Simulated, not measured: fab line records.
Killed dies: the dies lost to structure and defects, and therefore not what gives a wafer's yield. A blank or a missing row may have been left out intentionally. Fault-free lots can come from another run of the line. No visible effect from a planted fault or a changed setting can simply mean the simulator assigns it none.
What tool caused it? ; flow gf180mcu ; 6 lots, 18 wafers sampled, at 5 steps of a route of 602

## WHAT THE GAUGES SHOWED, per wafer
GF_V1_THK_MEAS_01.
lot;measured;on;V1_CVD_00_THK (nm)
L492;day 17 14:05;film_metro-01;600 596 602
L494;day 18 17:34;film_metro-02;301 613 605
L501;day 21 04:40;film_metro-02;590 599 604
L506;day 23 06:39;film_metro-03;603 602 607
L508;day 24 00:51;film_metro-01;586 596 591
L512;day 24 21:49;film_metro-02;592 596 593

## EACH LOT AND THE TOOL THAT RAN IT (in order: tool; ch and the chambers of the sampled wafers; start)
lot;GF_CONTACT_STRIP_18;GF_M1_SPUTTER_03;GF_M1_SPUTTER_04;GF_V1_CVD_00
L492;plasma_asher-04 ch 0,1, day 16 12:41;pvd_sputter-03, day 16 13:49;pvd_sputter-03, day 16 13:50;hdpcvd-01 ch 0,2, day 17 13:59
L494;plasma_asher-04 ch 0, day 17 16:14;pvd_sputter-01, day 17 17:29;pvd_sputter-01, day 17 17:30;hdpcvd-01 ch 0,1,2, day 18 17:29
L501;plasma_asher-01 ch 0,1, day 20 03:00;pvd_sputter-04, day 20 04:08;pvd_sputter-04, day 20 04:10;hdpcvd-01 ch 0,1,2, day 21 04:35
L506;plasma_asher-04 ch 0,1, day 22 05:26;pvd_sputter-01, day 22 06:35;pvd_sputter-01, day 22 06:36;hdpcvd-01 ch 1,2, day 23 06:34
L508;plasma_asher-02 ch 1, day 23 00:38;pvd_sputter-04, day 23 01:46;pvd_sputter-04, day 23 01:47;hdpcvd-02 ch 0,2, day 24 00:46
L512;plasma_asher-01 ch 0,1, day 23 21:30;pvd_sputter-01, day 23 22:44;pvd_sputter-01, day 23 22:46;hdpcvd-02 ch 0,1,2, day 24 21:45
- GF_CONTACT_STRIP_18: strips in O2/N2.
- GF_M1_SPUTTER_03: material Ti, target thk 10 nm, time 6.7 s.
- GF_M1_SPUTTER_04: material TiN, target thk 50 nm, time 41.7 s.
- GF_V1_CVD_00: deposits SiO2, target thk 600 nm, time 100 s.

## THE ANSWER, worked out from the rows above alone
Rule: usual is defined by the lots themselves. Put in order of their means at a reading, lots are off if they are a third of the lots or fewer, leave a main group of 4 or more, and stand apart from it by a gap of 3 or more times the standard deviation of the main group's means; of several such gaps the widest counts. A main group whose means are all the same, to the digits that the tables above print for the reading, isn't used. A lot without any number at a reading at which 4 lots or more have one is off too. All remaining lots with rows at the step are treated as sound.
Off: at GF_V1_THK_MEAS_01 (V1_CVD_00_THK), L494. Mean 597 nm and standard deviation 4.5 in the main group.
A tool fits if, at a process step before that reading, it ran every lot that is off, and no sound lot after the first of them. Those tools and the gauges at GF_V1_THK_MEAS_01 are tried in the same way. No candidate that was tried fits.

## WHAT THE SIMULATOR HAD PUT IN
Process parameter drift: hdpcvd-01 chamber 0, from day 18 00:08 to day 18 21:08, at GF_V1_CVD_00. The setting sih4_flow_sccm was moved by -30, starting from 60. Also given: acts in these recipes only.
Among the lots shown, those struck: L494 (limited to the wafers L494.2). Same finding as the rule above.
